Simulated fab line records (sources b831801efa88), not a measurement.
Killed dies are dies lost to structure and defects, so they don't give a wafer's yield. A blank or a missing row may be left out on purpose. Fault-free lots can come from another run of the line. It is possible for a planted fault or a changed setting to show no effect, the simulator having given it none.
Problem report in the 8D (eight disciplines) form, filled by code / flow sky130 / the parts of the form that need people (team, actions taken, sign-off) are left out

== 1. THE ISSUE ==
Wafers free of any fault read 5.67 nm (standard deviation 0.1) for SONOS_ONO_CVD_04_THK at SKY_SONOS_ONO_THK_MEAS_05, against a mean of 9.14 nm on 9 wafers of 3 lots. Relative to the usual mean, that is a shift of +35 standard deviations.
The first sign was on wafer L107.2 at day 13 00:06, on filmMetro-04. The record has a number at this step for 33 wafers belonging to 11 lots. Rule for "out" (also "out of limits"): further than 4 standard deviations from the usual mean. Any other wafer with a number is counted as sound.

== 2. WHAT IT IS; WHAT IT IS NOT ==
question=which readings at this step | is=SONOS_ONO_CVD_04_THK | is not=-
question=which lots | is=L107, L108, L109 | is not=L103, L105, L106, L119, L121, L122, L123, L124
question=which wafers of those lots | is=all that have a number | is not=-
question=read on which gauges | is=filmMetro-02, filmMetro-04 | is not=filmMetro-03
question=when | is=from day 13 00:06 | is not=up to then (9 sound wafers); but 15 sound wafers of L119, L121, L122, L123, L124 came after

== 3. THE SUSPECTS, EACH WITH WHAT RULES IT OUT ==
Counting: a tool stays on the suspect list if, at a process step up to the reading, it processed all lots that are out and no sound lot following the first of them.
- the gauge at SKY_SONOS_ONO_THK_MEAS_05 has been ruled out. 2 gauges (filmMetro-02, filmMetro-04) read the wafers that are out.
- lpcvd-03 at SKY_SONOS_ONO_CVD_04 (deposits SiO2 from SiH4/N2O, target thk 5.7199 nm): ruled out as a lasting fault. After its first lot that is out, L107 (day 12 22:50), sound lots L119, L121, L122, L123, L124 ran on it.
Left after counting: nothing in the record.

== 4. THE CAUSE (what the simulator had put in) ==
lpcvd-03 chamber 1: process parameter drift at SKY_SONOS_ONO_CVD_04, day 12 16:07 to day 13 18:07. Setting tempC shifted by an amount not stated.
It was ruled out by counting, in error; the rule expects a fault to strike all lots run on its tool from its start on, and this fault did not.

== 5. THE EFFECT CHAIN, in route order ==
One row per reading whose mean, taken over the struck wafers that have a number, lies over 3 standard deviations from the usual. Scope: only readings with a usual standard deviation given in the record; hours: median across lots of the time from each lot's start at the first step in this table that gives one to its start at this step; sigmas: change in usual standard deviations.
hours=0; step=SKY_SONOS_ONO_CVD_04; reading=spikeTcBottomC; usual=914 C; on struck wafers=962; change=+48; sigmas=+12
hours=0; step=SKY_SONOS_ONO_CVD_04; reading=spikeTcCentreC; usual=900.0 C; on struck wafers=943.9; change=+43.9; sigmas=+37
hours=0; step=SKY_SONOS_ONO_CVD_04; reading=spikeTcLowerC; usual=901.2 C; on struck wafers=945.2; change=+44.0; sigmas=+44
hours=0; step=SKY_SONOS_ONO_CVD_04; reading=spikeTcTopC; usual=913.6 C; on struck wafers=958.4; change=+44.8; sigmas=+24
hours=0; step=SKY_SONOS_ONO_CVD_04; reading=spikeTcUpperC; usual=900.6 C; on struck wafers=945.6; change=+45.0; sigmas=+35
hours=0; step=SKY_SONOS_ONO_CVD_04; reading=susceptorTempC; usual=900.0 C; on struck wafers=944.0; change=+44.0; sigmas=+99 or more
hours=0; step=SKY_SONOS_ONO_CVD_04; reading=zonePowerCentrePct; usual=17.28 %; on struck wafers=19.11; change=+1.83; sigmas=+11
hours=0; step=SKY_SONOS_ONO_CVD_04; reading=zonePowerLowerPct; usual=19.92 %; on struck wafers=22.04; change=+2.12; sigmas=+9.2
hours=1; step=SKY_SONOS_ONO_THK_MEAS_05; reading=SONOS_ONO_CVD_04_THK; usual=5.67 nm; on struck wafers=9.14; change=+3.47; sigmas=+35
The process steps in it:
- SKY_SONOS_ONO_CVD_04: deposits SiO2 from SiH4/N2O, target thk 5.7199 nm.
Later measuring or inspecting steps at which every struck wafer that the step has a row for has a number for every such reading, and none has moved that far: SKY_GATE_OXIDE_THK_MEAS_02.

== 6. HOW IT WOULD HAVE BEEN CAUGHT EARLIER ==
Counted from the fault's start at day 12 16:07, it took 8 hours until the first out-of-limits reading at a measuring or inspecting step in this record, taken at day 13 00:06.
Tool's own readings at SKY_SONOS_ONO_CVD_04, spikeTcBottomC, spikeTcCentreC, spikeTcLowerC, spikeTcTopC, spikeTcUpperC, susceptorTempC, zonePowerCentrePct, zonePowerLowerPct: out on all struck wafers the step has rows for; an alarm limit on them would have tripped on the first.
